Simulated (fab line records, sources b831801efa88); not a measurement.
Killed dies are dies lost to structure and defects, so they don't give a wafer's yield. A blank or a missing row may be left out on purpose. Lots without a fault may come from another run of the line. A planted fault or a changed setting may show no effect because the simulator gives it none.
Problem report in the 8D (eight disciplines) form, filled by code | flow gf180mcu | the parts of the form that need people (team, actions taken, sign-off) are left out

1. THE PROBLEM
VT_IMPLANT_2_TW at GF_VT_IMPLANT_TW_MEAS_21 reads a mean of 1088 on 9 wafers of 3 lots; wafers without a fault read 1211 with a standard deviation of 13. That is -9.5 standard deviations from the usual mean.
First seen on wafer L693.1, day 9 16:32, on film_metro-02. The record holds 39 wafers of 13 lots with a number at this step. Rule for "out", or "out of limits": more than 4 standard deviations from the usual mean. The other wafers with a number count as sound.

2. WHAT IT IS AND WHAT IT IS NOT
question                    | is                           | is not
which readings at this step | VT_IMPLANT_2_TW              | -
which lots                  | L693, L694, L695             | L680, L681, L682, L684, L685, L686, L691, L697, L699, L701
which wafers of those lots  | all that have a number       | -
read on which gauges        | film_metro-02, film_metro-03 | film_metro-04
when                        | from day 9 16:32             | up to then (21 sound wafers); but 9 sound wafers of L697, L699, L701 came after

3. SUSPECTS, AND WHAT RULES EACH OUT
Counting: a tool at a process step up to the reading stays a suspect if it ran every lot that is out and no sound lot after the first of them.
- the gauge at GF_VT_IMPLANT_TW_MEAS_21: ruled out. The wafers that are out were read on 2 gauges (film_metro-02, film_metro-03).
- plasma_asher-04 at GF_MVPSD_STRIP_10 (strips in O2/N2): ruled out as a lasting fault. Sound lots L697, L699 ran on it after its first lot that is out, L693 (day 8 06:23).
- implanter-03 at GF_VT_IMPLANT_IMPLANT_19: kept. It ran every lot that is out, first L693 (day 9 16:17), and no sound lot after that; its last sound lot up to then is L691 (day 9 03:07). Its own readings are out on those wafers: tilt_deg.
Left after counting: implanter-03 at GF_VT_IMPLANT_IMPLANT_19.

4. THE CAUSE (what the simulator had put in)
Process parameter drift: implanter-03, from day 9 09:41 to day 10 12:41, at GF_VT_IMPLANT_IMPLANT_19. Setting tilt_deg, moved by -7, from 7. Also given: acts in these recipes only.
Counting left only this tool.

5. THE CHAIN OF EFFECTS, in route order
Each row: a reading whose mean over the struck wafers that have a number lies more than 3 standard deviations from the usual. Only readings for which the record gives a usual standard deviation are gone through. hours: the time from each lot's start at the first step in this table that gives one to its start at this step, as a median over the lots. sigmas: the change in usual standard deviations.
hours | step                     | reading         | usual         | on struck wafers | change | sigmas
0     | GF_VT_IMPLANT_IMPLANT_19 | tilt_deg        | 6.996 degrees | -0.006           | -7.002 | -99 or more
0     | GF_VT_IMPLANT_TW_MEAS_21 | VT_IMPLANT_2_TW | 1211          | 1088             | -123   | -9.5
The process steps in it:
- GF_VT_IMPLANT_IMPLANT_19
Later measuring or inspecting steps at which every struck wafer that the step has a row for has a number for every such reading, and none has moved that far: GF_VT_IMPLANT_TW_MEAS_32.

6. WHAT WOULD HAVE CAUGHT IT SOONER
In this record the first reading out of limits at a measuring or inspecting step was taken at day 9 16:32, 7 hours after the fault began at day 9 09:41.
The tool's own readings at GF_VT_IMPLANT_IMPLANT_19 were out on every struck wafer that the step has a row for (tilt_deg): an alarm limit on them would have fired on the first of those.
Of the lots that are out (3), L694, L695 began GF_VT_IMPLANT_IMPLANT_19 on implanter-03 after day 9 16:32. A hold on the tool at that time would have spared those 2.
